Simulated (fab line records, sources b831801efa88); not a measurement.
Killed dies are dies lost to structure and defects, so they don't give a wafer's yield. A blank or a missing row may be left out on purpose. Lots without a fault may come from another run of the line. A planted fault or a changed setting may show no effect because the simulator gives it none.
Which tool did it? | flow gf180mcu | 6 lots, 18 wafers sampled, at 2 steps of a route of 602

WHAT THE GAUGES READ, wafer by wafer
GF_TOP_METAL_RS_MEAS_05: measures by four-point-probe.
lot  | measured     | on            | TOP_METAL_ALCU_RS (ohm/sq)
L481 | day 28 16:28 | film_metro-03 | 0.0325 0.0322 0.0327
L484 | day 29 09:48 | film_metro-03 | 0.0330 0.0328 0.0328
L486 | day 29 23:50 | film_metro-03 | 0.0330 0.0328 0.0330
L488 | day 30 19:04 | film_metro-01 | 0.0327 0.0329 0.0327
L490 | day 30 22:29 | film_metro-01 | 0.0327 0.0328 0.0327
L499 | day 33 06:50 | film_metro-03 | 0.1130 0.1191 0.1181

WHICH TOOL RAN EACH LOT (tool, then ch and the chambers of the sampled wafers, then the start)
lot  | GF_TOP_METAL_SPUTTER_02
L481 | pvd_sputter-03, day 28 16:23
L484 | pvd_sputter-03, day 29 09:40
L486 | pvd_sputter-04, day 29 23:44
L488 | pvd_sputter-04, day 30 18:57
L490 | pvd_sputter-04, day 30 22:24
L499 | pvd_sputter-03, day 33 06:44
- GF_TOP_METAL_SPUTTER_02: material AlCu, target thk 900 nm, time 47.82 s.

THE ANSWER, worked out from the rows above alone
Rule: what is usual is taken from the lots themselves. Put in order of their means at a reading, lots are off if they are a third of the lots or fewer, leave a main group of 4 or more, and stand apart from it by a gap of 3 or more times the standard deviation of the main group's means; of several such gaps the widest counts. A main group whose means are all the same, to the digits that the tables above print for the reading, isn't used. A lot without any number at a reading at which 4 lots or more have one is off too. The other lots that the step has rows for count as sound.
Off: L499, at GF_TOP_METAL_RS_MEAS_05 (TOP_METAL_ALCU_RS). The main group: mean 0.0328 ohm/sq, standard deviation 0.00016.
A tool fits if, at a process step before that reading, it ran every lot that is off, and no sound lot after the first of them. The gauges at GF_TOP_METAL_RS_MEAS_05 are tried like those tools. Can't be told from this: 2 tools fit, pvd_sputter-03 at GF_TOP_METAL_SPUTTER_02, film_metro-03 at GF_TOP_METAL_RS_MEAS_05.

WHAT THE SIMULATOR HAD PUT IN
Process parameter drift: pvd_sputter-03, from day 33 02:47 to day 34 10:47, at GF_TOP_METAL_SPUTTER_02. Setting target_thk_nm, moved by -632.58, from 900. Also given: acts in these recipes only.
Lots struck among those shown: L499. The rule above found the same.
